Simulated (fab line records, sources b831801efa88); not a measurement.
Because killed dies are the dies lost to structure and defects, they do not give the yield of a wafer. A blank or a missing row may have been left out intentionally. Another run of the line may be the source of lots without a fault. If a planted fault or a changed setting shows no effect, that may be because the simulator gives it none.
Which tool was responsible? / flow sky130 / 12 lots (36 wafers sampled), 1 step of a 708-step route

WHAT THE GAUGES READ, wafer by wafer
SKY_VT_ADJUST_LVTN_OVL_MEAS_18.
lot=L075; measured=day 7 19:38; on=overlay-02; VT_ADJUST_LVTN_01_OVL (nm)=2.9 2.7 1.8
lot=L077; measured=day 8 04:44; on=overlay-02; VT_ADJUST_LVTN_01_OVL (nm)=0.0 2.0 1.5
lot=L079; measured=day 9 00:08; on=overlay-02; VT_ADJUST_LVTN_01_OVL (nm)=-0.2 -0.2 -0.5
lot=L081; measured=day 9 06:14; on=overlay-01; VT_ADJUST_LVTN_01_OVL (nm)=0.0 -1.5 1.3
lot=L083; measured=day 9 23:18; on=overlay-01; VT_ADJUST_LVTN_01_OVL (nm)=-0.2 -0.7 -0.1
lot=L085; measured=day 10 12:50; on=overlay-01; VT_ADJUST_LVTN_01_OVL (nm)=-0.9 -0.6 -2.1
lot=L087; measured=day 11 02:30; on=overlay-01; VT_ADJUST_LVTN_01_OVL (nm)=2.1 1.3 1.1
lot=L089; measured=day 11 12:37; on=overlay-01; VT_ADJUST_LVTN_01_OVL (nm)=1.4 1.0 2.9
lot=L091; measured=day 12 09:10; on=overlay-02; VT_ADJUST_LVTN_01_OVL (nm)=-0.9 0.4 0.1
lot=L097; measured=day 14 16:11; on=overlay-01; VT_ADJUST_LVTN_01_OVL (nm)=1.3 1.0 1.5
lot=L095; measured=day 14 17:44; on=overlay-01; VT_ADJUST_LVTN_01_OVL (nm)=0.6 -0.4 2.0
lot=L093; measured=day 14 19:10; on=overlay-02; VT_ADJUST_LVTN_01_OVL (nm)=0.7 1.1 1.4

TOOL THAT RAN EACH LOT (tool first, then ch and the chambers of the sampled wafers, then the start)
Record: no process step prior to these readings.

THE ANSWER, worked out from the rows above alone
Rule: usual is defined by the lots themselves. The widest of any qualifying gaps counts: lots, ordered by their means at a reading, are off when they make up no more than a third of the lots, leave a main group of 4 or more, and stand apart from it by 3 or more times the standard deviation of that group's means. A main group is skipped when, at the precision printed for the reading in the tables above, its means are all equal. Also off: a lot with no number at a reading for which 4 or more lots have one. All remaining lots with rows at the step are treated as sound.
No lot is off on any of the readings shown, so nothing can be concluded from this.

WHAT HAD BEEN PUT IN BY THE SIMULATOR
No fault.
